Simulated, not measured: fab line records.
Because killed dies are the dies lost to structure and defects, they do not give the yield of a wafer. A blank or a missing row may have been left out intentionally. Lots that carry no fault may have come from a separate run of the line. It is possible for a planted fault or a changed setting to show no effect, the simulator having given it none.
The tool behind it: which one? | flow gf180mcu | Sampling: 6 lots, 18 wafers, 3 of 602 route steps

== WHAT THE GAUGES READ, wafer by wafer ==
GF_PSD_OVL_MEAS_08.
lot  | measured     | on         | PSD_OVL (nm)
L486 | day 14 19:34 | overlay-01 | 0.1 1.7 -0.5
L489 | day 15 12:26 | overlay-02 | 1.3 2.4 1.6
L494 | day 17 08:55 | overlay-01 | 1.9 1.3 1.6
L497 | day 18 14:46 | overlay-02 | 1.4 0.5 0.5
L502 | day 20 09:34 | overlay-01 | 226.9 226.1 226.1
L505 | day 21 04:17 | overlay-02 | 226.3 226.4 227.0

== WHICH TOOL RAN EACH LOT (tool, then ch and the chambers of the sampled wafers, then the start) ==
lot  | GF_HV_LDD_STRIP_37                   | GF_PSD_EXPOSE_04
L486 | plasma asher-01 ch 0,1, day 12 03:00 | iline stepper-01 ch 0, day 14 08:43
L489 | plasma asher-02 ch 0,1, day 12 19:13 | iline stepper-01 ch 0, day 15 02:14
L494 | plasma asher-02 ch 0,1, day 14 11:42 | iline stepper-01 ch 0, day 16 21:51
L497 | plasma asher-04 ch 0,1, day 15 17:11 | iline stepper-02 ch 0, day 18 03:46
L502 | plasma asher-04 ch 0,1, day 17 04:57 | iline stepper-01 ch 0, day 19 21:55
L505 | plasma asher-01 ch 0,1, day 18 02:12 | iline stepper-01 ch 0, day 20 15:52
- GF_HV_LDD_STRIP_37: strips in O2/N2.
- GF_PSD_EXPOSE_04: exposes mask Pplus, target cd 400 nm.

== THE ANSWER, worked out from the rows above alone ==
Rule: what is usual is taken from the lots themselves. The widest of any qualifying gaps counts: lots, ordered by their means at a reading, are off when they make up no more than a third of the lots, leave a main group of 4 or more, and stand apart from it by 3 or more times the standard deviation of that group's means. If all means in a main group match to the digits the tables above print for the reading, that group is not used. Also off: a lot with no number at a reading for which 4 or more lots have one. Where the step has rows for the other lots, those lots are counted as sound.
Off: L502, L505, seen at GF_PSD_OVL_MEAS_08 (PSD_OVL). The main group: mean 1.1 nm, standard deviation 0.55.
If a tool, at a process step before that reading, ran all the lots that are off and no sound lot after the first of them, it fits. Gauges at GF_PSD_OVL_MEAS_08: tried the same way as those tools. One candidate fits, namely iline stepper-01 at GF_PSD_EXPOSE_04. Its last sound lot is L494 (day 16 21:51), its first lot that is off L502 (day 19 21:55): a fault that began between those two fits.

== WHAT THE SIMULATOR HAD INSERTED ==
Scanner matching overlay: iline stepper-01, from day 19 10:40 on, at GF_PSD_EXPOSE_04. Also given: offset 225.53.
Shown lots that were struck: L502, L505. The rule above found the same.
